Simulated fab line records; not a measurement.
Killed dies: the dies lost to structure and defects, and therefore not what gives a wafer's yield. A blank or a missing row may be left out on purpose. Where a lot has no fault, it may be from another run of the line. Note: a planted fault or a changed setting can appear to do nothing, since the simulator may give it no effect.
Matching of chambers :: flow sky130 :: cmp-02 running SKY_FIELD_ISO_CMP_27: 4 sister chambers
The step polishes, stops on Si3N4, t overpolish 16 s, target thk 457.8 nm. 7 wafers are shown with their chamber, then 7 later ones without.

== WAFERS PAIRED WITH THEIR CHAMBERS ==
wafer: L408.5
chamber: 1
time_to_endpoint_s (s): 97
motor_current_A (A): 10.9

wafer: L409.3
chamber: 2
time_to_endpoint_s (s): 109
motor_current_A (A): 11.9

wafer: L412.1
chamber: 3
time_to_endpoint_s (s): 108
motor_current_A (A): 11.7

wafer: L412.3
chamber: 2
time_to_endpoint_s (s): 104
motor_current_A (A): 12.1

wafer: L412.4
chamber: 0
time_to_endpoint_s (s): 115
motor_current_A (A): 10.5

wafer: L414.2
chamber: 0
time_to_endpoint_s (s): 116
motor_current_A (A): 11.4

wafer: L414.3
chamber: 3
time_to_endpoint_s (s): 111
motor_current_A (A): 11.8

== WAFERS WITHOUT THEIR CHAMBER ==
wafer: L414.5
time_to_endpoint_s (s): 117
motor_current_A (A): 10.9

wafer: L420.2
time_to_endpoint_s (s): 117
motor_current_A (A): 11.3

wafer: L420.3
time_to_endpoint_s (s): 100
motor_current_A (A): 10.9

wafer: L420.4
time_to_endpoint_s (s): 118
motor_current_A (A): 11.9

wafer: L428.3
time_to_endpoint_s (s): 118
motor_current_A (A): 11.4

wafer: L428.4
time_to_endpoint_s (s): 118
motor_current_A (A): 10.8

wafer: L428.6
time_to_endpoint_s (s): 116
motor_current_A (A): 11.6

== WHICH CHAMBER EACH ONE RAN IN ==
wafer: L414.5
from the rows above: 0
in truth: 0

wafer: L420.2
from the rows above: 0
in truth: 0

wafer: L420.3
from the rows above: 1
in truth: 1

wafer: L420.4
from the rows above: can't be placed: 0 or 3
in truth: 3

wafer: L428.3
from the rows above: 0
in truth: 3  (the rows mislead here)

wafer: L428.4
from the rows above: 0
in truth: 0

wafer: L428.6
from the rows above: can't be placed: 0 or 3
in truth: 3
4 of 7 placed correctly. Unplaceable from these rows: 2, with the true chamber sitting among the candidates in 2. 1 placed wrongly.
How it was worked out, from the rows above alone: a wafer's distance from a chamber is the root of the sum, over the readings, of the square of ((its reading less the chamber's mean) divided by the reading's scatter). If the next closest chamber is less than 2 further off than the closest, the wafer can't be placed; otherwise it belongs to the closest. The mean given for a chamber averages the wafers shown for that chamber. The scatter is the square root of a quotient: the sum, over the shown wafers, of each reading's squared deviation from its chamber's mean, divided by wafers minus chambers.
